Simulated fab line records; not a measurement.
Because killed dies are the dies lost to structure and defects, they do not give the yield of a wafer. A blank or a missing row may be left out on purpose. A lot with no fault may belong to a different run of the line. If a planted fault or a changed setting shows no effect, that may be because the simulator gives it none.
fab line records :: flow sky130
record
  lots=7
  wafers=21
  last-day=49
route steps=708 shown NWELL@82 PWDE@84 VT_ADJUST_HVTP@85 VT_ADJUST_LVTN@97
lots that met no fault: taken from a fault-free run of the same line
start-h: start of the lot's first displayed wafer, in hours after the record's first day :: wait-h: time in hours since the lot's previous step :: " identical to the entry in the row above :: L1.1+2: several wafers, shown together as one row :: - no value, or no start was given :: * or withheld: withheld :: < > ~ a bound
route shown NAME@n: a module of which the file shows steps, and the number in the route of the first :: usual: the fault-free wafers' mean and standard deviation :: same: alike in all rows :: chamber/n: place in a boat :: sites: readings site by site :: _std_site: the values' standard deviation :: _edge_site: mean of outer sites minus mean of inner sites :: radius-mm: how far each site lies from the wafer's centre :: mask NAME#n: copy n :: behind: the most recent tool/chamber to have shaped the wafer :: hold: cause of the lot's hold/its duration in hours/its outcome :: device: the transistor (n, p or np) that didn't switch :: end of line: the route-end tests of the same wafers :: a step given without rows: its recipe and nothing more :: killed: dies lost to structure and defects at the first sort, not the wafer's yield :: map: shows each die of a wafer: x if killed, . if not, _ if none is there
set.NAME: setting as actually run; set.NAME@STEP: the setting as run at that earlier step :: model.NAME: the simulator's own value behind a step, which no gauge read
a table for each step, a row for each wafer; lots at some steps of the route
services: the hour from which a tool's chamber was out of use, counted from the record's first day as start-h (under 0 if before that day), plus the number of hours and why
## steps
# step SKY_NWELL_RS_MEAS_29
# recipe
  thk-meas-gauge=four-point-probe
# usual
  NWELL_RS=625.0/1.5
lot.wafer: L616.2
tool: film-metro-02
chamber: -
start-h: 157.08
wait-h: 0.1
NWELL_RS[ohm/sq]: 623.8

lot.wafer: L616.5
tool: film-metro-02
chamber: -
start-h: 157.08
wait-h: 0.1
NWELL_RS[ohm/sq]: 622.2

lot.wafer: L616.6
tool: film-metro-02
chamber: -
start-h: 157.08
wait-h: 0.1
NWELL_RS[ohm/sq]: 626.0

lot.wafer: L617.1
tool: film-metro-03
chamber: -
start-h: 158.39
wait-h: 0.1
NWELL_RS[ohm/sq]: 627.0

lot.wafer: L617.2
tool: film-metro-03
chamber: -
start-h: 158.39
wait-h: 0.1
NWELL_RS[ohm/sq]: 626.0

lot.wafer: L617.6
tool: film-metro-03
chamber: -
start-h: 158.39
wait-h: 0.1
NWELL_RS[ohm/sq]: 626.7

lot.wafer: L618.2
tool: film-metro-02
chamber: -
start-h: 163.92
wait-h: 0.1
NWELL_RS[ohm/sq]: 624.4

lot.wafer: L618.3
tool: film-metro-02
chamber: -
start-h: 163.92
wait-h: 0.1
NWELL_RS[ohm/sq]: 623.7

lot.wafer: L618.4
tool: film-metro-02
chamber: -
start-h: 163.92
wait-h: 0.1
NWELL_RS[ohm/sq]: 624.2

lot.wafer: L622.1
tool: film-metro-03
chamber: -
start-h: 185.67
wait-h: 0.1
NWELL_RS[ohm/sq]: 626.9

lot.wafer: L622.3
tool: film-metro-03
chamber: -
start-h: 185.67
wait-h: 0.1
NWELL_RS[ohm/sq]: 626.5

lot.wafer: L622.6
tool: film-metro-03
chamber: -
start-h: 185.67
wait-h: 0.1
NWELL_RS[ohm/sq]: 626.6

lot.wafer: L624.1
tool: film-metro-01
chamber: -
start-h: 198.46
wait-h: 0.1
NWELL_RS[ohm/sq]: 625.0

lot.wafer: L624.3
tool: film-metro-01
chamber: -
start-h: 198.46
wait-h: 0.1
NWELL_RS[ohm/sq]: 626.4

lot.wafer: L624.6
tool: film-metro-01
chamber: -
start-h: 198.46
wait-h: 0.1
NWELL_RS[ohm/sq]: 625.8

lot.wafer: L625.4
tool: film-metro-03
chamber: -
start-h: 202.76
wait-h: 0.1
NWELL_RS[ohm/sq]: 623.6

lot.wafer: L625.5
tool: film-metro-03
chamber: -
start-h: 202.76
wait-h: 0.1
NWELL_RS[ohm/sq]: 625.4

lot.wafer: L625.6
tool: film-metro-03
chamber: -
start-h: 202.76
wait-h: 0.1
NWELL_RS[ohm/sq]: 624.5

lot.wafer: L626.3
tool: film-metro-02
chamber: -
start-h: 211.28
wait-h: 0.1
NWELL_RS[ohm/sq]: 624.2

lot.wafer: L626.4
tool: film-metro-02
chamber: -
start-h: 211.28
wait-h: 0.1
NWELL_RS[ohm/sq]: 624.4

lot.wafer: L626.5
tool: film-metro-02
chamber: -
start-h: 211.28
wait-h: 0.1
NWELL_RS[ohm/sq]: 624.3
# step SKY_NWELL_RS_MEAS_31
# recipe
  thk-meas-gauge=four-point-probe
# usual
  PWDE_RS=5280/16
lot.wafer: L616.2
tool: film-metro-02
chamber: -
start-h: 157.32
wait-h: 0.1
PWDE_RS[ohm/sq]: 5276

lot.wafer: L616.5
tool: film-metro-02
chamber: -
start-h: 157.32
wait-h: 0.1
PWDE_RS[ohm/sq]: 5270

lot.wafer: L616.6
tool: film-metro-02
chamber: -
start-h: 157.32
wait-h: 0.1
PWDE_RS[ohm/sq]: 5282

lot.wafer: L617.1
tool: film-metro-03
chamber: -
start-h: 158.63
wait-h: 0.1
PWDE_RS[ohm/sq]: 5335

lot.wafer: L617.2
tool: film-metro-03
chamber: -
start-h: 158.63
wait-h: 0.1
PWDE_RS[ohm/sq]: 5311

lot.wafer: L617.6
tool: film-metro-03
chamber: -
start-h: 158.63
wait-h: 0.1
PWDE_RS[ohm/sq]: 5329

lot.wafer: L618.2
tool: film-metro-02
chamber: -
start-h: 164.16
wait-h: 0.1
PWDE_RS[ohm/sq]: 5272

lot.wafer: L618.3
tool: film-metro-02
chamber: -
start-h: 164.16
wait-h: 0.1
PWDE_RS[ohm/sq]: 5269

lot.wafer: L618.4
tool: film-metro-02
chamber: -
start-h: 164.16
wait-h: 0.1
PWDE_RS[ohm/sq]: 5258

lot.wafer: L622.1
tool: film-metro-03
chamber: -
start-h: 185.91
wait-h: 0.1
PWDE_RS[ohm/sq]: 5266

lot.wafer: L622.3
tool: film-metro-03
chamber: -
start-h: 185.91
wait-h: 0.1
PWDE_RS[ohm/sq]: 5248

lot.wafer: L622.6
tool: film-metro-03
chamber: -
start-h: 185.91
wait-h: 0.1
PWDE_RS[ohm/sq]: 5265

lot.wafer: L624.1
tool: film-metro-01
chamber: -
start-h: 198.70
wait-h: 0.1
PWDE_RS[ohm/sq]: 5284

lot.wafer: L624.3
tool: film-metro-01
chamber: -
start-h: 198.70
wait-h: 0.1
PWDE_RS[ohm/sq]: 5274

lot.wafer: L624.6
tool: film-metro-01
chamber: -
start-h: 198.70
wait-h: 0.1
PWDE_RS[ohm/sq]: 5285

lot.wafer: L625.4
tool: film-metro-03
chamber: -
start-h: 203.00
wait-h: 0.1
PWDE_RS[ohm/sq]: 5271

lot.wafer: L625.5
tool: film-metro-03
chamber: -
start-h: 203.00
wait-h: 0.1
PWDE_RS[ohm/sq]: 5276

lot.wafer: L625.6
tool: film-metro-03
chamber: -
start-h: 203.00
wait-h: 0.1
PWDE_RS[ohm/sq]: 5271

lot.wafer: L626.3
tool: film-metro-02
chamber: -
start-h: 211.52
wait-h: 0.1
PWDE_RS[ohm/sq]: 5277

lot.wafer: L626.4
tool: film-metro-02
chamber: -
start-h: 211.52
wait-h: 0.1
PWDE_RS[ohm/sq]: 5274

lot.wafer: L626.5
tool: film-metro-02
chamber: -
start-h: 211.52
wait-h: 0.1
PWDE_RS[ohm/sq]: 5264
# step SKY_VT_ADJUST_HVTP_DEHYDRATE_00
# recipe
  temp-c=200
  time-s=60
# step SKY_VT_ADJUST_HVTP_HMDS_01
# recipe
  prime-time-s=60
  prime-temp-c=120
# step SKY_VT_ADJUST_HVTP_COAT_02
# recipe
  resist=NOVOLAK
  spin-rpm=3000
  resist-thk-nm=1140
# step SKY_VT_ADJUST_HVTP_SOFTBAKE_03
# recipe
  temp-c=90
  time-s=60
  resist=NOVOLAK
# step SKY_VT_ADJUST_HVTP_EXPOSE_04
# recipe
  mask-id=HVTPM
  na=0.6
  source-shape=conventional
  sigma-outer=0.6
  polarization=unpolarized
  target-cd-nm=380
  dose-mj=140
# step SKY_VT_ADJUST_HVTP_PEB_05
# recipe
  temp-c=withheld
  time-s=*
  resist=NOVOLAK
# step SKY_VT_ADJUST_HVTP_DEVELOP_06
# recipe
  resist=NOVOLAK
  developer=TMAH
  develop-time-s=60
  dev-temp-c=23
# step SKY_VT_ADJUST_HVTP_CD_MEAS_07
# recipe
  target-cd-nm=380
# usual
  cd-nm=379.5/2.4
lot.wafer: L616.2
tool: cd-sem-01
chamber: -
start-h: 175.67
wait-h: 0.1
cd-nm: 380.1

lot.wafer: L616.5
tool: cd-sem-01
chamber: -
start-h: 175.67
wait-h: 0.1
cd-nm: 380.7

lot.wafer: L616.6
tool: cd-sem-01
chamber: -
start-h: 175.67
wait-h: 0.1
cd-nm: 381.2

lot.wafer: L617.1
tool: cd-sem-01
chamber: -
start-h: 178.19
wait-h: 0.1
cd-nm: 383.2

lot.wafer: L617.2
tool: cd-sem-01
chamber: -
start-h: 178.19
wait-h: 0.1
cd-nm: 383.6

lot.wafer: L617.6
tool: cd-sem-01
chamber: -
start-h: 178.19
wait-h: 0.1
cd-nm: 380.7

lot.wafer: L618.2
tool: cd-sem-01
chamber: -
start-h: 183.92
wait-h: 0.1
cd-nm: 375.5

lot.wafer: L618.3
tool: cd-sem-01
chamber: -
start-h: 183.92
wait-h: 0.1
cd-nm: 377.6

lot.wafer: L618.4
tool: cd-sem-01
chamber: -
start-h: 183.92
wait-h: 0.1
cd-nm: 379.0

lot.wafer: L622.1
tool: cd-sem-01
chamber: -
start-h: 206.74
wait-h: 0.1
cd-nm: 374.1

lot.wafer: L622.3
tool: cd-sem-01
chamber: -
start-h: 206.74
wait-h: 0.1
cd-nm: 379.0

lot.wafer: L622.6
tool: cd-sem-01
chamber: -
start-h: 206.74
wait-h: 0.1
cd-nm: 376.9

lot.wafer: L624.1
tool: cd-sem-02
chamber: -
start-h: 219.51
wait-h: 0.1
cd-nm: 381.3

lot.wafer: L624.3
tool: cd-sem-02
chamber: -
start-h: 219.51
wait-h: 0.1
cd-nm: 380.4

lot.wafer: L624.6
tool: cd-sem-02
chamber: -
start-h: 219.51
wait-h: 0.1
cd-nm: 380.6

lot.wafer: L625.4
tool: cd-sem-01
chamber: -
start-h: 224.50
wait-h: 0.1
cd-nm: 377.6

lot.wafer: L625.5
tool: cd-sem-01
chamber: -
start-h: 224.50
wait-h: 0.1
cd-nm: 377.2

lot.wafer: L625.6
tool: cd-sem-01
chamber: -
start-h: 224.50
wait-h: 0.1
cd-nm: 377.9

lot.wafer: L626.3
tool: cd-sem-02
chamber: -
start-h: 233.93
wait-h: 0.1
cd-nm: 378.5

lot.wafer: L626.4
tool: cd-sem-02
chamber: -
start-h: 233.93
wait-h: 0.1
cd-nm: 379.5

lot.wafer: L626.5
tool: cd-sem-02
chamber: -
start-h: 233.93
wait-h: 0.1
cd-nm: 380.8
# step SKY_VT_ADJUST_HVTP_OVL_MEAS_08
# usual
  VT_ADJUST_HVTP_OVL=0.2/1.3
lot.wafer: L616.2
tool: overlay-02
chamber: -
start-h: 175.78
wait-h: 0.1
VT_ADJUST_HVTP_OVL[nm]: 1.0

lot.wafer: L616.5
tool: overlay-02
chamber: -
start-h: 175.78
wait-h: 0.1
VT_ADJUST_HVTP_OVL[nm]: 0.3

lot.wafer: L616.6
tool: overlay-02
chamber: -
start-h: 175.78
wait-h: 0.1
VT_ADJUST_HVTP_OVL[nm]: 1.0

lot.wafer: L617.1
tool: overlay-01
chamber: -
start-h: 178.31
wait-h: 0.1
VT_ADJUST_HVTP_OVL[nm]: -1.0

lot.wafer: L617.2
tool: overlay-01
chamber: -
start-h: 178.31
wait-h: 0.1
VT_ADJUST_HVTP_OVL[nm]: -2.8

lot.wafer: L617.6
tool: overlay-01
chamber: -
start-h: 178.31
wait-h: 0.1
VT_ADJUST_HVTP_OVL[nm]: -1.2

lot.wafer: L618.2
tool: overlay-02
chamber: -
start-h: 184.03
wait-h: 0.1
VT_ADJUST_HVTP_OVL[nm]: 1.7

lot.wafer: L618.3
tool: overlay-02
chamber: -
start-h: 184.03
wait-h: 0.1
VT_ADJUST_HVTP_OVL[nm]: 1.7

lot.wafer: L618.4
tool: overlay-02
chamber: -
start-h: 184.03
wait-h: 0.1
VT_ADJUST_HVTP_OVL[nm]: 2.1

lot.wafer: L622.1
tool: overlay-01
chamber: -
start-h: 206.86
wait-h: 0.1
VT_ADJUST_HVTP_OVL[nm]: -0.4

lot.wafer: L622.3
tool: overlay-01
chamber: -
start-h: 206.86
wait-h: 0.1
VT_ADJUST_HVTP_OVL[nm]: -3.1

lot.wafer: L622.6
tool: overlay-01
chamber: -
start-h: 206.86
wait-h: 0.1
VT_ADJUST_HVTP_OVL[nm]: -0.8

lot.wafer: L624.1
tool: overlay-02
chamber: -
start-h: 219.63
wait-h: 0.1
VT_ADJUST_HVTP_OVL[nm]: 1.4

lot.wafer: L624.3
tool: overlay-02
chamber: -
start-h: 219.63
wait-h: 0.1
VT_ADJUST_HVTP_OVL[nm]: -0.9

lot.wafer: L624.6
tool: overlay-02
chamber: -
start-h: 219.63
wait-h: 0.1
VT_ADJUST_HVTP_OVL[nm]: 1.9

lot.wafer: L625.4
tool: overlay-01
chamber: -
start-h: 224.57
wait-h: 0.1
VT_ADJUST_HVTP_OVL[nm]: 2.4

lot.wafer: L625.5
tool: overlay-01
chamber: -
start-h: 224.57
wait-h: 0.1
VT_ADJUST_HVTP_OVL[nm]: 1.6

lot.wafer: L625.6
tool: overlay-01
chamber: -
start-h: 224.57
wait-h: 0.1
VT_ADJUST_HVTP_OVL[nm]: 0.6

lot.wafer: L626.3
tool: overlay-01
chamber: -
start-h: 234.02
wait-h: 0.1
VT_ADJUST_HVTP_OVL[nm]: 1.5

lot.wafer: L626.4
tool: overlay-01
chamber: -
start-h: 234.02
wait-h: 0.1
VT_ADJUST_HVTP_OVL[nm]: -0.4

lot.wafer: L626.5
tool: overlay-01
chamber: -
start-h: 234.02
wait-h: 0.1
VT_ADJUST_HVTP_OVL[nm]: 1.0
# step SKY_VT_ADJUST_HVTP_IMPLANT_09
# recipe
  species=As
  energy-kev=150
  dose-cm2=4.3e+12
  tilt-deg=withheld
# usual
  implant-ion-amu=75/0
lot.wafer: L616.2
tool: implanter-02
chamber: 0
start-h: 175.84
wait-h: 0.0
implant-ion-amu: 75
model.implant.rp-nm: 85.12
model.implant.drp-nm: 33.4

lot.wafer: L616.5
tool: implanter-02
chamber: 0
start-h: 175.84
wait-h: 0.0
implant-ion-amu: 75
model.implant.rp-nm: 85.12
model.implant.drp-nm: 33.4

lot.wafer: L616.6
tool: implanter-02
chamber: 0
start-h: 175.84
wait-h: 0.0
implant-ion-amu: 75
model.implant.rp-nm: 85.12
model.implant.drp-nm: 33.4

lot.wafer: L617.1
tool: implanter-03
chamber: 0
start-h: 178.35
wait-h: 0.0
implant-ion-amu: 75
model.implant.rp-nm: 84.67
model.implant.drp-nm: 33.4

lot.wafer: L617.2
tool: implanter-03
chamber: 0
start-h: 178.35
wait-h: 0.0
implant-ion-amu: 75
model.implant.rp-nm: 84.67
model.implant.drp-nm: 33.4

lot.wafer: L617.6
tool: implanter-03
chamber: 0
start-h: 178.35
wait-h: 0.0
implant-ion-amu: 75
model.implant.rp-nm: 84.67
model.implant.drp-nm: 33.4

lot.wafer: L618.2
tool: implanter-02
chamber: 0
start-h: 184.09
wait-h: 0.0
implant-ion-amu: 75
model.implant.rp-nm: 83.33
model.implant.drp-nm: 33.4

lot.wafer: L618.3
tool: implanter-02
chamber: 0
start-h: 184.09
wait-h: 0.0
implant-ion-amu: 75
model.implant.rp-nm: 83.33
model.implant.drp-nm: 33.4

lot.wafer: L618.4
tool: implanter-02
chamber: 0
start-h: 184.09
wait-h: 0.0
implant-ion-amu: 75
model.implant.rp-nm: 83.33
model.implant.drp-nm: 33.4

lot.wafer: L622.1
tool: implanter-01
chamber: 0
start-h: 206.89
wait-h: 0.0
implant-ion-amu: 75
model.implant.rp-nm: 84.15
model.implant.drp-nm: 33.4

lot.wafer: L622.3
tool: implanter-01
chamber: 0
start-h: 206.89
wait-h: 0.0
implant-ion-amu: 75
model.implant.rp-nm: 84.15
model.implant.drp-nm: 33.4

lot.wafer: L622.6
tool: implanter-01
chamber: 0
start-h: 206.89
wait-h: 0.0
implant-ion-amu: 75
model.implant.rp-nm: 84.15
model.implant.drp-nm: 33.4

lot.wafer: L624.1
tool: implanter-03
chamber: 0
start-h: 219.66
wait-h: 0.0
implant-ion-amu: 49
model.implant.rp-nm: 110.3
model.implant.drp-nm: 46.43

lot.wafer: L624.3
tool: implanter-03
chamber: 0
start-h: 219.66
wait-h: 0.0
implant-ion-amu: 49
model.implant.rp-nm: 110.3
model.implant.drp-nm: 46.43

lot.wafer: L624.6
tool: implanter-03
chamber: 0
start-h: 219.66
wait-h: 0.0
implant-ion-amu: 49
model.implant.rp-nm: 110.3
model.implant.drp-nm: 46.43

lot.wafer: L625.4
tool: implanter-01
chamber: 0
start-h: 224.67
wait-h: 0.1
implant-ion-amu: 49
model.implant.rp-nm: 113
model.implant.drp-nm: 46.43

lot.wafer: L625.5
tool: implanter-01
chamber: 0
start-h: 224.67
wait-h: 0.1
implant-ion-amu: 49
model.implant.rp-nm: 113
model.implant.drp-nm: 46.43

lot.wafer: L625.6
tool: implanter-01
chamber: 0
start-h: 224.67
wait-h: 0.1
implant-ion-amu: 49
model.implant.rp-nm: 113
model.implant.drp-nm: 46.43

lot.wafer: L626.3
tool: implanter-01
chamber: 0
start-h: 234.09
wait-h: 0.1
implant-ion-amu: 49
model.implant.rp-nm: 108.9
model.implant.drp-nm: 46.43

lot.wafer: L626.4
tool: implanter-01
chamber: 0
start-h: 234.09
wait-h: 0.1
implant-ion-amu: 49
model.implant.rp-nm: 108.9
model.implant.drp-nm: 46.43

lot.wafer: L626.5
tool: implanter-01
chamber: 0
start-h: 234.09
wait-h: 0.1
implant-ion-amu: 49
model.implant.rp-nm: 108.9
model.implant.drp-nm: 46.43
# step SKY_VT_ADJUST_HVTP_STRIP_10
# recipe
  chemistry=O2/N2
  power-w=1400
  pressure-mtorr=1500
  platen-temp-c=withheld
  o2-flow-sccm=3000
  n2-flow-sccm=300
  overash-fraction=0.5
# usual
  drypump-motor-current-A=5.58/0.29
  oes-product-au=0.716/0.0046
  strip-time-to-endpoint-s=14.17/0.043
lot.wafer: L616.2
tool: plasma-asher-02
chamber: 1
start-h: 175.96
wait-h: 0.1
drypump-motor-current-A: 5.39
oes-product-au: 0.719
rf-hours-counter-h: 47
strip-time-to-endpoint-s: 14.19

lot.wafer: L616.5
tool: plasma-asher-02
chamber: 1
start-h: 175.96
wait-h: 0.1
drypump-motor-current-A: 5.40
oes-product-au: 0.712
rf-hours-counter-h: -
strip-time-to-endpoint-s: 14.18

lot.wafer: L616.6
tool: plasma-asher-02
chamber: 0
start-h: 175.96
wait-h: 0.1
drypump-motor-current-A: 5.47
oes-product-au: 0.723
rf-hours-counter-h: -
strip-time-to-endpoint-s: 14.22

lot.wafer: L617.1
tool: plasma-asher-02
chamber: 1
start-h: 178.50
wait-h: 0.1
drypump-motor-current-A: 5.37
oes-product-au: 0.720
rf-hours-counter-h: 47
strip-time-to-endpoint-s: 14.13

lot.wafer: L617.2
tool: plasma-asher-02
chamber: 0
start-h: 178.50
wait-h: 0.1
drypump-motor-current-A: 5.46
oes-product-au: 0.713
rf-hours-counter-h: 47
strip-time-to-endpoint-s: 14.08

lot.wafer: L617.6
tool: plasma-asher-02
chamber: 0
start-h: 178.50
wait-h: 0.1
drypump-motor-current-A: 5.45
oes-product-au: 0.714
rf-hours-counter-h: -
strip-time-to-endpoint-s: 14.11

lot.wafer: L618.2
tool: plasma-asher-02
chamber: 1
start-h: 184.21
wait-h: 0.1
drypump-motor-current-A: 5.37
oes-product-au: 0.719
rf-hours-counter-h: 48
strip-time-to-endpoint-s: 14.15

lot.wafer: L618.3
tool: plasma-asher-02
chamber: 1
start-h: 184.21
wait-h: 0.1
drypump-motor-current-A: 5.38
oes-product-au: 0.713
rf-hours-counter-h: -
strip-time-to-endpoint-s: 14.17

lot.wafer: L618.4
tool: plasma-asher-02
chamber: 0
start-h: 184.21
wait-h: 0.1
drypump-motor-current-A: 5.48
oes-product-au: 0.714
rf-hours-counter-h: -
strip-time-to-endpoint-s: 14.18

lot.wafer: L622.1
tool: plasma-asher-03
chamber: 0
start-h: 207.04
wait-h: 0.1
drypump-motor-current-A: 5.52
oes-product-au: 0.713
rf-hours-counter-h: 53
strip-time-to-endpoint-s: 14.20

lot.wafer: L622.3
tool: plasma-asher-03
chamber: 1
start-h: 207.04
wait-h: 0.1
drypump-motor-current-A: 5.44
oes-product-au: 0.709
rf-hours-counter-h: -
strip-time-to-endpoint-s: 14.23

lot.wafer: L622.6
tool: plasma-asher-03
chamber: 0
start-h: 207.04
wait-h: 0.1
drypump-motor-current-A: 5.49
oes-product-au: 0.726
rf-hours-counter-h: -
strip-time-to-endpoint-s: 14.22

lot.wafer: L624.1
tool: plasma-asher-01
chamber: 1
start-h: 219.81
wait-h: 0.1
drypump-motor-current-A: 6.35
oes-product-au: 0.716
rf-hours-counter-h: 10
strip-time-to-endpoint-s: 14.23

lot.wafer: L624.3
tool: plasma-asher-01
chamber: 0
start-h: 219.81
wait-h: 0.1
drypump-motor-current-A: 5.84
oes-product-au: 0.720
rf-hours-counter-h: -
strip-time-to-endpoint-s: 14.22

lot.wafer: L624.6
tool: plasma-asher-01
chamber: 1
start-h: 219.81
wait-h: 0.1
drypump-motor-current-A: 6.32
oes-product-au: 0.708
rf-hours-counter-h: -
strip-time-to-endpoint-s: 14.24

lot.wafer: L625.4
tool: plasma-asher-03
chamber: 1
start-h: 224.78
wait-h: 0.1
drypump-motor-current-A: 5.43
oes-product-au: 0.723
rf-hours-counter-h: -
strip-time-to-endpoint-s: 14.12

lot.wafer: L625.5
tool: plasma-asher-03
chamber: 1
start-h: 224.78
wait-h: 0.1
drypump-motor-current-A: 5.44
oes-product-au: 0.717
rf-hours-counter-h: -
strip-time-to-endpoint-s: 14.14

lot.wafer: L625.6
tool: plasma-asher-03
chamber: 0
start-h: 224.78
wait-h: 0.1
drypump-motor-current-A: 5.48
oes-product-au: 0.712
rf-hours-counter-h: -
strip-time-to-endpoint-s: 14.16

lot.wafer: L626.3
tool: plasma-asher-03
chamber: 1
start-h: 234.23
wait-h: 0.1
drypump-motor-current-A: 5.45
oes-product-au: 0.705
rf-hours-counter-h: -
strip-time-to-endpoint-s: 14.21

lot.wafer: L626.4
tool: plasma-asher-03
chamber: 0
start-h: 234.23
wait-h: 0.1
drypump-motor-current-A: 5.46
oes-product-au: 0.719
rf-hours-counter-h: -
strip-time-to-endpoint-s: 14.19

lot.wafer: L626.5
tool: plasma-asher-03
chamber: 1
start-h: 234.23
wait-h: 0.1
drypump-motor-current-A: 5.44
oes-product-au: 0.714
rf-hours-counter-h: -
strip-time-to-endpoint-s: 14.16
# step SKY_VT_ADJUST_HVTP_TW_MEAS_11
# usual
  VT_ADJUST_HVTP_TW=1354/17
lot.wafer: L616.2
tool: film-metro-03
chamber: -
start-h: 176.07
wait-h: 0.1
VT_ADJUST_HVTP_TW: 1354

lot.wafer: L616.5
tool: film-metro-03
chamber: -
start-h: 176.07
wait-h: 0.1
VT_ADJUST_HVTP_TW: 1352

lot.wafer: L616.6
tool: film-metro-03
chamber: -
start-h: 176.07
wait-h: 0.1
VT_ADJUST_HVTP_TW: 1347

lot.wafer: L617.1
tool: film-metro-03
chamber: -
start-h: 178.60
wait-h: 0.1
VT_ADJUST_HVTP_TW: 1342

lot.wafer: L617.2
tool: film-metro-03
chamber: -
start-h: 178.60
wait-h: 0.1
VT_ADJUST_HVTP_TW: 1345

lot.wafer: L617.6
tool: film-metro-03
chamber: -
start-h: 178.60
wait-h: 0.1
VT_ADJUST_HVTP_TW: 1342

lot.wafer: L618.2
tool: film-metro-03
chamber: -
start-h: 184.32
wait-h: 0.1
VT_ADJUST_HVTP_TW: 1354

lot.wafer: L618.3
tool: film-metro-03
chamber: -
start-h: 184.32
wait-h: 0.1
VT_ADJUST_HVTP_TW: 1352

lot.wafer: L618.4
tool: film-metro-03
chamber: -
start-h: 184.32
wait-h: 0.1
VT_ADJUST_HVTP_TW: 1348

lot.wafer: L622.1
tool: film-metro-04
chamber: -
start-h: 207.14
wait-h: 0.1
VT_ADJUST_HVTP_TW: 1330

lot.wafer: L622.3
tool: film-metro-04
chamber: -
start-h: 207.14
wait-h: 0.1
VT_ADJUST_HVTP_TW: 1335

lot.wafer: L622.6
tool: film-metro-04
chamber: -
start-h: 207.14
wait-h: 0.1
VT_ADJUST_HVTP_TW: 1341

lot.wafer: L624.1
tool: film-metro-03
chamber: -
start-h: 219.91
wait-h: 0.1
VT_ADJUST_HVTP_TW: 761

lot.wafer: L624.3
tool: film-metro-03
chamber: -
start-h: 219.91
wait-h: 0.1
VT_ADJUST_HVTP_TW: 757

lot.wafer: L624.6
tool: film-metro-03
chamber: -
start-h: 219.91
wait-h: 0.1
VT_ADJUST_HVTP_TW: 759

lot.wafer: L625.4
tool: film-metro-03
chamber: -
start-h: 224.87
wait-h: 0.1
VT_ADJUST_HVTP_TW: 762

lot.wafer: L625.5
tool: film-metro-03
chamber: -
start-h: 224.87
wait-h: 0.1
VT_ADJUST_HVTP_TW: 761

lot.wafer: L625.6
tool: film-metro-03
chamber: -
start-h: 224.87
wait-h: 0.1
VT_ADJUST_HVTP_TW: 761

lot.wafer: L626.3
tool: film-metro-03
chamber: -
start-h: 234.31
wait-h: 0.1
VT_ADJUST_HVTP_TW: 759

lot.wafer: L626.4
tool: film-metro-03
chamber: -
start-h: 234.31
wait-h: 0.1
VT_ADJUST_HVTP_TW: 762

lot.wafer: L626.5
tool: film-metro-03
chamber: -
start-h: 234.31
wait-h: 0.1
VT_ADJUST_HVTP_TW: 761
# step SKY_VT_ADJUST_LVTN_DEHYDRATE_00
# recipe
  temp-c=200
  time-s=60
## services
tool: implanter-03
chamber: -
start-h: 160.84
hours: 1.1
kind: repair

tool: implanter-02
chamber: -
start-h: 179.32
hours: 2.3
kind: repair

tool: implanter-03
chamber: -
start-h: 211.67
hours: 0.6
kind: repair

tool: implanter-02
chamber: -
start-h: 213.26
hours: 9.4
kind: repair

tool: implanter-01
chamber: -
start-h: 213.33
hours: 5.1
kind: pm
## key
first-sign
  step=SKY_VT_ADJUST_HVTP_IMPLANT_09
  reading=implant-ion-amu
  direction=down
  sigmas=99+
  usual=75
  struck=49
effect
  step=SKY_VT_ADJUST_HVTP_TW_MEAS_11
  reading=VT_ADJUST_HVTP_TW
  direction=down
  sigmas=36
  usual=1354
  struck=761
model-effect
  step=SKY_VT_ADJUST_HVTP_IMPLANT_09
  value=implant.rp-nm
  without=84.78
  struck=110.7
met-at SKY_VT_ADJUST_HVTP_IMPLANT_09
struck-wafers L624.1,L624.3,L624.6,L625.4,L625.5,L625.6,L626.3,L626.4,L626.5
sort-left-out L624.1,L624.3,L624.6,L625.4,L625.5,L625.6,L626.3,L626.4,L626.5
tester-left-out L624,L625,L626
onset-between 206.89 219.66
fault
  kind=wrong-recipe-download
  tool=implanter-01,implanter-02,implanter-03
  chamber=-
  onset-h=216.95
  steps=SKY_VT_ADJUST_HVTP_IMPLANT_09
  wrong-recipe.not-listed=1
# tester-left-out: of these lots the tester's yield and bins aren't shown, on N5 and GAA mostly nor the transistor test; their killed dies are dies lost to structure and defects alone, not to doping, threshold or leakage, so they don't give the yield
# sort-left-out: the simulated sort isn't trusted on such a fault, so these wafers' sort isn't shown, and their yield isn't known
